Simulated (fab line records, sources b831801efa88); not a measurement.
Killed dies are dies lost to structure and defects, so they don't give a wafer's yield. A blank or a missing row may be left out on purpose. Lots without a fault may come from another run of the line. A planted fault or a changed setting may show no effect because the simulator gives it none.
fab line records | flow sky130
record lots=24 wafers=72 last_day=50
route steps=708 shown GATE_OXIDE@201 VIA1@471 METAL2@483 METAL3@533 CAPM@540
lots that met no fault: from a run of the same line without faults
start_h: hours from the record's first day to the start of the lot's first wafer shown | wait_h: hours since the lot's step before | " the same as in the row above | L1.1+2: a row that stands for several wafers | - no value, or no start given | * or withheld: withheld | < > ~ a bound
route shown NAME@n: a module of which the file shows steps, and the number in the route of the first | usual: mean/standard deviation of fault-free wafers | same: alike in all rows | chamber/n: place in a boat | sites: the reading at each site | _std_site: their standard deviation | _edge_site: outer sites' mean less inner sites' | radius_mm: how far each site lies from the wafer's centre | mask NAME#n: copy n | behind: the tool/chamber that last shaped the wafer | hold: why the lot was held/for how many hours/how that ended | device: the transistor (n, p or np) that didn't switch | end of line: the same wafers' tests at the end of the route | a step without rows: its recipe alone | killed: dies lost to structure and defects at the first sort, not the wafer's yield | map: a wafer's dies, x killed, . not, _ none there
set.NAME: the setting as run; set.NAME@STEP: as run at that earlier step | model.NAME: the simulator's own value behind a step, which no gauge read
steps of the route over a sample of lots; a table a step, a row a wafer
services: from which hour (start_h, from the record's first day; less than 0 if before it) a tool's chamber was out of use, for how many hours, and why
## steps
# step SKY_GATE_OXIDE_TW_MEAS_14
# usual GATE_OXIDE_TW=221.6/1.8
# columns lot.wafer tool chamber start_h wait_h GATE_OXIDE_TW
L074.1 film_metro-02 - 306.23 0.1 220.3
L074.2 " - " " 219.6
L074.6 " - " " 219.7
L075.2 film_metro-01 - 316.04 0.1 223.5
L075.4 " - " " 223.9
L075.5 " - " " 223.1
L076.1 film_metro-04 - 319.40 0.1 222.2
L076.5 " - " " 221.8
L076.6 " - " " 222.3
L077.2 film_metro-02 - 332.20 0.1 218.9
L077.5 " - " " 219.2
L077.6 " - " " 219.3
L078.3 film_metro-02 - 339.15 0.1 219.0
L078.4 " - " " 219.3
L078.6 " - " " 220.8
L079.2 film_metro-01 - 347.76 0.1 222.9
L079.3 " - " " 223.9
L079.4 " - " " 224.0
L080.2 film_metro-02 - 354.59 0.1 220.6
L080.5 " - " " 220.5
L080.6 " - " " 218.5
L081.1 film_metro-04 - 367.08 0.1 221.1
L081.2 " - " " 223.3
L081.6 " - " " 222.4
L082.2 film_metro-02 - 383.01 0.1 220.1
L082.4 " - " " 219.3
L082.6 " - " " 219.6
L083.2 film_metro-04 - 387.21 0.1 223.2
L083.4 " - " " 221.9
L083.6 " - " " 222.3
L084.2 film_metro-04 - 390.81 0.1 222.7
L084.4 " - " " 222.8
L084.6 " - " " 222.4
L085.1 film_metro-01 - 396.94 0.1 223.6
L085.4 " - " " 223.9
L085.5 " - " " 224.8
L086.1 film_metro-04 - 411.49 0.1 221.1
L086.2 " - " " 221.2
L086.4 " - " " 222.7
L087.3 film_metro-02 - 423.91 0.1 218.2
L087.4 " - " " 219.4
L087.6 " - " " 218.8
L088.1 film_metro-01 - 424.24 0.1 223.6
L088.4 " - " " 221.9
L088.6 " - " " 222.7
L089.1 film_metro-01 - 442.28 0.1 224.4
L089.2 " - " " 225.1
L089.4 " - " " 225.7
L090.2 film_metro-02 - 445.84 0.1 218.8
L090.5 " - " " 219.0
L090.6 " - " " 219.4
L091.2 film_metro-04 - 456.29 0.1 222.2
L091.3 " - " " 222.4
L091.4 " - " " 221.9
L092.1 film_metro-02 - 456.70 0.1 219.6
L092.3 " - " " 220.7
L092.4 " - " " 219.5
L094.2 film_metro-01 - 485.66 0.1 221.7
L094.4 " - " " 220.8
L094.6 " - " " 221.7
L093.4 film_metro-01 - 487.11 0.1 223.5
L093.5 " - " " 221.6
L093.6 " - " " 222.7
L095.3 film_metro-01 - 487.67 0.1 221.9
L095.4 " - " " 221.9
L095.5 " - " " 222.1
L096.4 film_metro-02 - 497.43 0.1 220.4
L096.5 " - " " 220.7
L096.6 " - " " 220.1
L097.3 film_metro-01 - 501.05 0.1 221.5
L097.4 " - " " 222.5
L097.5 " - " " 220.8
# step SKY_VIA1_OVL_MEAS_13
# usual VIA1_OVL=5/5.8
# columns lot.wafer tool chamber start_h wait_h VIA1_OVL[nm]
L074.1 overlay-02 - 788.83 0.1 10
L074.2 " - " " 5
L074.6 " - " " -3
L075.2 overlay-01 - 793.34 0.1 4
L075.4 " - " " 3
L075.5 " - " " 15
L076.1 overlay-02 - 801.76 0.1 4
L076.5 " - " " 8
L076.6 " - " " 10
L077.2 overlay-01 - 809.72 0.1 5
L077.5 " - " " 2
L077.6 " - " " 7
L078.3 overlay-02 - 820.07 0.1 0
L078.4 " - " " 6
L078.6 " - " " 4
L079.2 overlay-01 - 830.97 0.1 7
L079.3 " - " " 2
L079.4 " - " " 9
L080.2 overlay-01 - 831.92 0.1 1
L080.5 " - " " 14
L080.6 " - " " 2
L081.1 overlay-01 - 846.01 0.1 9
L081.2 " - " " 14
L081.6 " - " " 4
L082.2 overlay-02 - 859.97 0.1 5
L082.4 " - " " -2
L082.6 " - " " 6
L083.2 overlay-02 - 864.02 0.1 -10
L083.4 " - " " 0
L083.6 " - " " -4
L084.2 overlay-02 - 871.27 0.1 5
L084.4 " - " " 6
L084.6 " - " " 12
L085.1 overlay-01 - 874.76 0.1 8
L085.4 " - " " 5
L085.5 " - " " 5
L086.1 overlay-01 - 886.26 0.1 1
L086.2 " - " " 4
L086.4 " - " " 14
L087.3 overlay-02 - 894.34 0.1 7
L087.4 " - " " 3
L087.6 " - " " 3
L088.1 overlay-01 - 895.76 0.1 15
L088.4 " - " " 9
L088.6 " - " " 13
L089.1 overlay-01 - 909.43 0.1 7
L089.2 " - " " 9
L089.4 " - " " 1
L090.2 overlay-02 - 914.07 0.1 -3
L090.5 " - " " 2
L090.6 " - " " -3
L091.2 overlay-01 - 921.72 0.1 -1
L091.3 " - " " -5
L091.4 " - " " 1
L092.1 overlay-02 - 923.61 0.1 7
L092.3 " - " " 4
L092.4 " - " " 7
L094.2 overlay-02 - 943.02 0.1 -8
L094.4 " - " " -6
L094.6 " - " " -2
L093.4 overlay-02 - 945.98 0.1 1
L093.5 " - " " 2
L093.6 " - " " -3
L095.3 overlay-02 - 946.74 0.1 5
L095.4 " - " " 12
L095.5 " - " " 8
L096.4 overlay-02 - 951.68 0.1 0
L096.5 " - " " 12
L096.6 " - " " -4
L097.3 overlay-01 - 957.57 0.1 2
L097.4 " - " " 9
L097.5 " - " " 11
# step SKY_VIA1_CVD_21
# recipe material=W target_thk_nm=270 time_s=80.902 temp_c=400 pressure_torr=40
# usual heater_power_w=871/40 susceptor_temp_C=399.99/0.23
# columns lot.wafer tool chamber start_h wait_h heater_power_w susceptor_temp_C
L074.1 cvd_w-01 1 789.61 0.0 865 399.80
L074.2 " 0 " " 860 400.08
L074.6 " 1 " " 858 399.79
L075.2 cvd_w-01 1 794.11 0.0 845 400.03
L075.4 " 0 " " 852 399.69
L075.5 " 1 " " 854 399.87
L076.1 cvd_w-02 1 802.54 0.0 851 400.24
L076.5 " 1 " " 854 399.98
L076.6 " 0 " " 930 399.68
L077.2 cvd_w-02 1 810.50 0.0 863 400.08
L077.5 " 0 " " 952 399.77
L077.6 " 1 " " 830 399.97
L078.3 cvd_w-02 1 820.90 0.1 860 399.80
L078.4 " 0 " " 967 400.21
L078.6 " 1 " " 824 400.00
L079.2 cvd_w-01 1 831.74 0.0 853 399.96
L079.3 " 1 " " 863 400.29
L079.4 " 0 " " 866 399.67
L080.2 cvd_w-01 1 832.69 0.0 858 400.29
L080.5 " 0 " " 861 399.78
L080.6 " 1 " " 864 399.77
L081.1 cvd_w-01 1 846.83 0.0 863 399.94
L081.2 " 0 " " 879 399.82
L081.6 " 0 " " 880 399.75
L082.2 cvd_w-01 0 860.74 0.0 864 399.74
L082.4 " 1 " " 871 400.13
L082.6 " 1 " " 856 400.42
L083.2 cvd_w-02 0 864.79 0.0 950 400.66
L083.4 " 1 " " 853 399.76
L083.6 " 0 " " 923 400.51
L084.2 cvd_w-01 0 872.04 0.0 867 400.46
L084.4 " 0 " " 880 400.28
L084.6 " 1 " " 863 399.69
L085.1 cvd_w-02 1 875.54 0.0 840 400.39
L085.4 " 1 " " 842 399.99
L085.5 " 0 " " 963 399.86
L086.1 cvd_w-02 1 887.04 0.0 828 399.73
L086.2 " 0 " " 966 399.96
L086.4 " 0 " " 969 399.80
L087.3 cvd_w-02 1 895.18 0.1 850 400.26
L087.4 " 0 " " 964 399.73
L087.6 " 0 " " 935 400.23
L088.1 cvd_w-02 1 896.58 0.0 827 400.14
L088.4 " 0 " " 956 399.62
L088.6 " 1 " " 857 400.20
L089.1 cvd_w-01 1 910.21 0.0 860 400.03
L089.2 " 0 " " 859 399.80
L089.4 " 1 " " 865 400.18
L090.2 cvd_w-01 0 914.85 0.0 884 400.15
L090.5 " 0 " " 867 400.46
L090.6 " 1 " " 861 399.78
L091.2 cvd_w-01 1 922.52 0.1 856 400.06
L091.3 " 1 " " 853 400.23
L091.4 " 1 " " 851 399.70
L092.1 cvd_w-02 1 924.39 0.0 808 400.01
L092.3 " 1 " " 804 399.87
L092.4 " 0 " " 867 400.35
L094.2 cvd_w-01 0 943.80 0.0 876 399.85
L094.4 " 1 " " 873 400.15
L094.6 " 1 " " 857 399.91
L093.4 cvd_w-02 0 946.77 0.1 848 400.11
L093.5 " 1 " " 785 399.48
L093.6 " 0 " " 869 400.00
L095.3 cvd_w-02 0 947.54 0.1 864 400.05
L095.4 " 1 " " 812 399.94
L095.5 " 0 " " 880 400.38
L096.4 cvd_w-01 0 952.47 0.1 876 399.86
L096.5 " 0 " " 886 399.55
L096.6 " 1 " " 864 399.90
L097.3 cvd_w-01 0 958.37 0.1 878 399.76
L097.4 " 1 " " 875 399.88
L097.5 " 1 " " 856 400.19
# step SKY_METAL2_SPUTTER_00
# recipe material=Ti target_thk_nm=15 power_w=3000 time_s=10 chamber_pressure_pa=0.4
# usual throttle_valve_pct=30.2/0.64
# columns lot.wafer tool chamber start_h wait_h throttle_valve_pct
L074.1 pvd_sputter-01 - 790.19 0.2 30.6
L074.2 " - " " 30.7
L074.6 " - " " 30.3
L075.2 pvd_sputter-01 - 794.69 0.2 30.5
L075.4 " - " " 30.4
L075.5 " - " " 30.6
L076.1 pvd_sputter-01 - 803.12 0.1 30.2
L076.5 " - " " 30.4
L076.6 " - " " 30.2
L077.2 pvd_sputter-01 - 811.07 0.2 30.2
L077.5 " - " " 30.3
L077.6 " - " " 30.1
L078.3 pvd_sputter-04 - 821.44 0.1 29.9
L078.4 " - " " 28.6
L078.6 " - " " 30.0
L079.2 pvd_sputter-01 - 832.34 0.1 29.9
L079.3 " - " " 30.7
L079.4 " - " " 30.7
L080.2 pvd_sputter-03 - 833.26 0.2 29.8
L080.5 " - " " 30.2
L080.6 " - " " 30.8
L081.1 pvd_sputter-04 - 847.40 0.2 29.8
L081.2 " - " " 29.9
L081.6 " - " " 31.6
L082.2 pvd_sputter-01 - 861.31 0.1 29.3
L082.4 " - " " 30.4
L082.6 " - " " 30.3
L083.2 pvd_sputter-01 - 865.36 0.1 30.7
L083.4 " - " " 30.1
L083.6 " - " " 30.6
L084.2 pvd_sputter-03 - 873.07 0.1 30.4
L084.4 " - " " 30.9
L084.6 " - " " 30.7
L085.1 pvd_sputter-03 - 876.11 0.2 30.6
L085.4 " - " " 30.9
L085.5 " - " " 30.3
L086.1 pvd_sputter-01 - 887.61 0.2 30.6
L086.2 " - " " 29.4
L086.4 " - " " 30.1
L087.3 pvd_sputter-01 - 895.72 0.2 30.4
L087.4 " - " " 30.6
L087.6 " - " " 30.6
L088.1 pvd_sputter-01 - 897.27 0.1 29.4
L088.4 " - " " 30.3
L088.6 " - " " 30.1
L089.1 pvd_sputter-03 - 910.79 0.2 30.0
L089.2 " - " " 30.3
L089.4 " - " " 30.9
L090.2 pvd_sputter-04 - 915.49 0.1 29.9
L090.5 " - " " 30.1
L090.6 " - " " 30.1
L091.2 pvd_sputter-04 - 923.15 0.2 28.6
L091.3 " - " " 29.9
L091.4 " - " " 31.8
L092.1 pvd_sputter-01 - 924.96 0.2 30.3
L092.3 " - " " 30.6
L092.4 " - " " 29.4
L094.2 pvd_sputter-04 - 944.37 0.1 28.3
L094.4 " - " " 32.0
L094.6 " - " " 29.9
L093.4 pvd_sputter-01 - 947.39 0.1 29.3
L093.5 " - " " 30.5
L093.6 " - " " 30.2
L095.3 pvd_sputter-03 - 948.09 0.1 30.8
L095.4 " - " " 30.4
L095.5 " - " " 30.6
L096.4 pvd_sputter-01 - 953.69 0.2 29.9
L096.5 " - " " 30.5
L096.6 " - " " 30.2
L097.3 pvd_sputter-03 - 958.91 0.2 30.8
L097.4 " - " " 30.0
L097.5 " - " " 29.9
# step SKY_METAL3_SPUTTER_01
# recipe material=TiN target_thk_nm=20 power_w=6500 time_s=16.7 chamber_pressure_pa=0.4
# usual throttle_valve_pct=30.2/1
# columns lot.wafer tool chamber start_h wait_h throttle_valve_pct
L074.1 pvd_sputter-02 - 846.59 0.0 30.0
L074.2 " - " " 29.1
L074.6 " - " " 29.4
L075.2 pvd_sputter-04 - 851.07 0.0 30.2
L075.4 " - " " 31.8
L075.5 " - " " 28.7
L076.1 pvd_sputter-04 - 860.09 0.0 28.5
L076.5 " - " " 28.7
L076.6 " - " " 30.2
L077.2 pvd_sputter-01 - 866.51 0.0 30.7
L077.5 " - " " 30.6
L077.6 " - " " 29.4
L078.3 pvd_sputter-01 - 876.43 0.0 30.7
L078.4 " - " " 30.5
L078.6 " - " " 30.3
L079.2 pvd_sputter-01 - 887.36 0.0 30.4
L079.3 " - " " 30.3
L079.4 " - " " 30.4
L080.2 pvd_sputter-01 - 889.52 0.0 30.4
L080.5 " - " " 29.4
L080.6 " - " " 30.2
L081.1 pvd_sputter-02 - 902.19 0.0 33.2
L081.2 " - " " 29.4
L081.6 " - " " 29.4
L082.2 pvd_sputter-04 - 916.69 0.0 29.8
L082.4 " - " " 28.7
L082.6 " - " " 31.9
L083.2 pvd_sputter-01 - 919.96 0.0 30.6
L083.4 " - " " 29.5
L083.6 " - " " 29.9
L084.2 pvd_sputter-01 - 927.12 0.0 30.5
L084.4 " - " " 30.8
L084.6 " - " " 30.6
L085.1 pvd_sputter-01 - 929.87 0.0 30.1
L085.4 " - " " 30.7
L085.5 " - " " 30.1
L086.1 pvd_sputter-01 - 941.15 0.0 30.5
L086.2 " - " " 29.3
L086.4 " - " " 30.7
L087.3 pvd_sputter-04 - 947.81 0.0 30.2
L087.4 " - " " 28.3
L087.6 " - " " 28.5
L088.1 pvd_sputter-04 - 952.21 0.0 28.6
L088.4 " - " " 31.6
L088.6 " - " " 30.0
L089.1 pvd_sputter-02 - 962.70 0.0 31.2
L089.2 " - " " 29.3
L089.4 " - " " 29.9
L090.2 pvd_sputter-04 - 967.17 0.0 31.9
L090.5 " - " " 28.5
L090.6 " - " " 31.6
L091.2 pvd_sputter-04 - 974.66 0.0 31.8
L091.3 " - " " 28.5
L091.4 " - " " 29.7
L092.1 pvd_sputter-04 - 977.78 0.0 28.5
L092.3 " - " " 30.0
L092.4 " - " " 31.7
L094.2 pvd_sputter-04 - 995.45 0.0 29.9
L094.4 " - " " 30.1
L094.6 " - " " 31.9
L093.4 pvd_sputter-04 - 997.62 0.0 31.8
L093.5 " - " " 29.8
L093.6 " - " " 30.2
L095.3 pvd_sputter-01 - 998.91 0.0 29.4
L095.4 " - " " 30.5
L095.5 " - " " 29.4
L096.4 pvd_sputter-04 - 1004.43 0.0 30.2
L096.5 " - " " 28.7
L096.6 " - " " 31.8
L097.3 pvd_sputter-01 - 1009.90 0.0 30.7
L097.4 " - " " 29.3
L097.5 " - " " 30.4
# step SKY_CAPM_RS_MEAS_03
# recipe thk_meas_gauge=four-point-probe reads=TiN_of_CAPM_SPUTTER_02
# usual CAPM_TIN_RS=6.93/0.067
# columns lot.wafer tool chamber start_h wait_h CAPM_TIN_RS[ohm/sq]
L074.1 film_metro-01 - 846.92 0.1 6.95
L074.2 " - " " 6.90
L074.6 " - " " 7.05
L075.2 film_metro-02 - 851.41 0.1 6.91
L075.4 " - " " 6.99
L075.5 " - " " 6.86
L076.1 film_metro-02 - 860.46 0.1 6.93
L076.5 " - " " 6.88
L076.6 " - " " 6.82
L077.2 film_metro-01 - 866.85 0.1 7.03
L077.5 " - " " 6.95
L077.6 " - " " 7.05
L078.3 film_metro-04 - 876.81 0.1 7.04
L078.4 " - " " 6.92
L078.6 " - " " 7.02
L079.2 film_metro-04 - 887.70 0.1 6.96
L079.3 " - " " 6.97
L079.4 " - " " 6.97
L080.2 film_metro-04 - 889.86 0.1 7.00
L080.5 " - " " 6.95
L080.6 " - " " 6.91
L081.1 film_metro-01 - 902.51 0.1 6.87
L081.2 " - " " 6.83
L081.6 " - " " 6.90
L082.2 film_metro-02 - 917.03 0.1 6.95
L082.4 " - " " 6.94
L082.6 " - " " 6.94
L083.2 film_metro-01 - 920.30 0.1 7.10
L083.4 " - " " 7.03
L083.6 " - " " 7.03
L084.2 film_metro-04 - 927.46 0.1 6.95
L084.4 " - " " 6.95
L084.6 " - " " 7.01
L085.1 film_metro-01 - 930.19 0.1 6.88
L085.4 " - " " 6.86
L085.5 " - " " 6.83
L086.1 film_metro-01 - 941.48 0.1 6.98
L086.2 " - " " 6.85
L086.4 " - " " 7.06
L087.3 film_metro-01 - 948.17 0.1 6.85
L087.4 " - " " 6.85
L087.6 " - " " 6.84
L088.1 film_metro-04 - 952.53 0.1 6.98
L088.4 " - " " 6.92
L088.6 " - " " 6.99
L089.1 film_metro-04 - 963.02 0.1 6.93
L089.2 " - " " 6.89
L089.4 " - " " 6.96
L090.2 film_metro-04 - 967.52 0.1 6.88
L090.5 " - " " 6.86
L090.6 " - " " 6.88
L091.2 film_metro-04 - 975.00 0.1 6.94
L091.3 " - " " 6.90
L091.4 " - " " 6.89
L092.1 film_metro-01 - 978.10 0.1 6.86
L092.3 " - " " 6.99
L092.4 " - " " 6.95
L094.2 film_metro-01 - 995.79 0.1 7.01
L094.4 " - " " 6.96
L094.6 " - " " 6.93
L093.4 film_metro-01 - 997.99 0.1 6.89
L093.5 " - " " 6.99
L093.6 " - " " 6.97
L095.3 film_metro-04 - 999.27 0.1 6.94
L095.4 " - " " 6.88
L095.5 " - " " 6.95
L096.4 film_metro-01 - 1004.81 0.1 6.89
L096.5 " - " " 6.88
L096.6 " - " " 6.92
L097.3 film_metro-04 - 1010.27 0.1 6.92
L097.4 " - " " 6.91
L097.5 " - " " 6.98
## services
# columns tool chamber start_h hours kind
pvd_sputter-01 2 780.77 - consumable_replace:kit
pvd_sputter-01 2 780.77 18.0 scheduled_down
pvd_sputter-01 2 780.77 18.0 vent_cycle
cvd_w-01 - 801.40 28.1 pm
pvd_sputter-02 - 811.12 2.6 repair
pvd_sputter-04 3 811.70 - consumable_replace:kit
pvd_sputter-04 3 811.70 18.0 scheduled_down
pvd_sputter-04 3 811.70 18.0 vent_cycle
pvd_sputter-04 - 862.61 43.5 repair
cvd_w-02 - 878.77 0.7 repair
pvd_sputter-01 1 899.84 - consumable_replace:kit
pvd_sputter-01 1 899.84 18.0 scheduled_down
pvd_sputter-01 1 899.84 18.0 vent_cycle
cvd_w-02 - 904.00 14.0 pm
cvd_w-02 0 915.45 2.0 repair
cvd_w-01 0 921.17 4.2 repair
cvd_w-02 - 924.56 6.0 pm
cvd_w-02 - 940.65 3.8 pm
pvd_sputter-02 - 945.60 2.5 repair
pvd_sputter-02 - 956.78 1.8 repair
pvd_sputter-02 - 971.94 0.6 repair
pvd_sputter-04 2 982.05 - consumable_replace:kit
pvd_sputter-04 2 982.05 18.0 scheduled_down
pvd_sputter-04 2 982.05 18.0 vent_cycle
## key
fault none
